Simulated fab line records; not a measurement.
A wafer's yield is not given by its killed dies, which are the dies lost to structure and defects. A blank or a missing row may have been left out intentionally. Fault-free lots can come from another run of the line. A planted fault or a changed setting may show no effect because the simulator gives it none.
Struck lot and sound lot, side by side	flow sky130	17 steps out of a route of 708
Sound: wafers L441.1, L441.5, L441.6. Wafers struck: L439.1, L439.2, L439.5. The cause comes at the end.
Each step with rows lists, per side, the tool, then ch with its chambers, then its first start. Under that, the readings that differ: sound wafers	struck wafers	difference of the means	sigmas: that difference in standard deviations of wafers without a fault.
alike: words and numbers the same on both sides, and readings whose means are apart by under 2 such deviations; not compared: readings that were withheld, readings missing a value for some wafer, numbers with overlapping values and no deviation given by the record, and bounds like >300 which may hide the same value.
A row with sigmas, a row that says differs or no value, or rows on one side alone: a step with any of these is where the two part. Numbers that have no deviation but don't overlap get no sigmas and don't part them. A reading that every wafer of one side lacks parts them only if that side has two wafers or more.

SKY_LDD_P_OVL_MEAS_08:
  sound on overlay-02 at day 24 22:43; struck on overlay-02 at day 24 07:58
  alike: LDD_P_OVL
after that, 1 step had no rows for these wafers: SKY_LDD_P_IMPLANT_09.
SKY_LDD_P_STRIP_10: strips in O2/N2.
  sound on plasmaAsher-03 ch 0,1, day 24 22:54; struck on plasmaAsher-02 ch 0,1, day 24 08:09
  alike: drypumpMotorCurrentA, n2FlowSccm, o2FlowSccm, oesProductAu, stripTimeToEndpointS
  not compared: rfHoursCounterH
SKY_LDD_P_TW_MEAS_11:
  sound on filmMetro-03 at day 24 23:00; struck on filmMetro-03 at day 24 08:15
  alike: LDD_P_TW
then, 7 steps without rows for these wafers: SKY_LDD_HVN_DEHYDRATE_00 (time 60 s); SKY_LDD_HVN_HMDS_01 (prime time 60 s); SKY_LDD_HVN_COAT_02 (resist thk 300 nm); SKY_LDD_HVN_SOFTBAKE_03 (time 60 s); SKY_LDD_HVN_EXPOSE_04 (exposes mask HVNTM, target cd 700 nm); SKY_LDD_HVN_PEB_05; SKY_LDD_HVN_DEVELOP_06 (develop time 60 s).
SKY_LDD_HVN_OVL_MEAS_07:
  sound on overlay-01 at day 26 04:23; struck on overlay-01 at day 25 12:47
  alike: LDD_HVN_OVL
SKY_LDD_HVN_IMPLANT_08:
  sound on implanter-04 ch 0, day 26 04:26; struck on implanter-01 ch 0, day 25 12:50
reading	sound	struck	difference	sigmas
doseIonsCm2	3.002e+13 3.003e+13 3.003e+13	2.017e+14 2.0174e+14 2.017e+14	+1.717e+14	+99 or more
endStationPressureTorr (Torr)	5.2e-06 5.11e-06 4.84e-06	6.21e-06 6.63e-06 5.94e-06	+1.21e-06	+4
faradayCurrentUA	162 167 166	1123 1157 1118	+968	+99 or more
  alike: tiltDeg
SKY_LDD_HVN_STRIP_09: strips in O2/N2.
  sound on plasmaAsher-03 ch 0,1, day 26 04:35; struck on plasmaAsher-01 ch 0,1, day 25 12:59
  alike: drypumpMotorCurrentA, n2FlowSccm, o2FlowSccm, oesProductAu, stripTimeToEndpointS
  not compared: rfHoursCounterH
SKY_LDD_HVN_TW_MEAS_10:
  sound on filmMetro-04 at day 26 04:41; struck on filmMetro-04 at day 25 13:05
reading	sound	struck	difference	sigmas
LDD_HVN_TW	1455 1457 1447	2592 2595 2592	+1140	+99 or more
then, 1 step without rows for these wafers: SKY_LDD_HVP_DEHYDRATE_00 (time 60 s).
-- record jumps: 24 days separate the struck wafers' starts on either side; left off in module LDD_HVP, taken up again in module PAD_OPEN, whose first shown step is the route's number 708 --
SKY_PAD_OPEN_PROBE_99:
  sound on prober-01 at day 49 17:19; struck on prober-01 at day 49 07:10
reading	sound	struck	difference	sigmas
model.etest.tip_n_5v.rsOhmSq	1412 1418 1401	337.9 339.5 338.7	-1071.6	
model.etest.nfetG5v0d10v5.rOnOhmUm	1876 1870 1884	1426 1419 1427	-453	
model.etest.nfetG5v0d10v5.driveUaUm	599.1 599.5 599.1	738.2 750.2 743.1	+144.6	
model.etest.nfet_05v0_nvt.driveUaUm	577.8 572.9 571.3	635.6 642.7 635.2	+63.8	
model.etest.tip_n_5v.rsOhmSqRange	29.4 23.85 28.18	4.743 5.721 11.22	-19.915	
model.etest.resNdiffHv.rsOhmSq	115.9 115.1 116	99.88 99.79 101.1	-15.41	
model.etest.nfet_16v.driveUaUm	220.4 219.4 217.7	232.7 236.4 233.8	+15.1	
model.etest.ring_5v.delayPs	44.61 44.6 44.73	41.51 41.83 41.63	-2.99	
  alike: killed_at_M0_to_M3, killed_at_M4_up, killedAtContacts, killedAtFrontEnd, killedAtOther, killedDies, killedOpen, killedShort

## WHERE THEY PART
Earliest at SKY_LDD_HVN_IMPLANT_08; latest, in this record, at SKY_LDD_HVN_TW_MEAS_10. Later steps at which nothing parts them and some readings are alike: SKY_PAD_OPEN_PROBE_99.

WHY: the cause the simulator had injected
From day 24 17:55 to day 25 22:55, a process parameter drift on implanter-01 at SKY_LDD_HVN_IMPLANT_08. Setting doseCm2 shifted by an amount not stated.
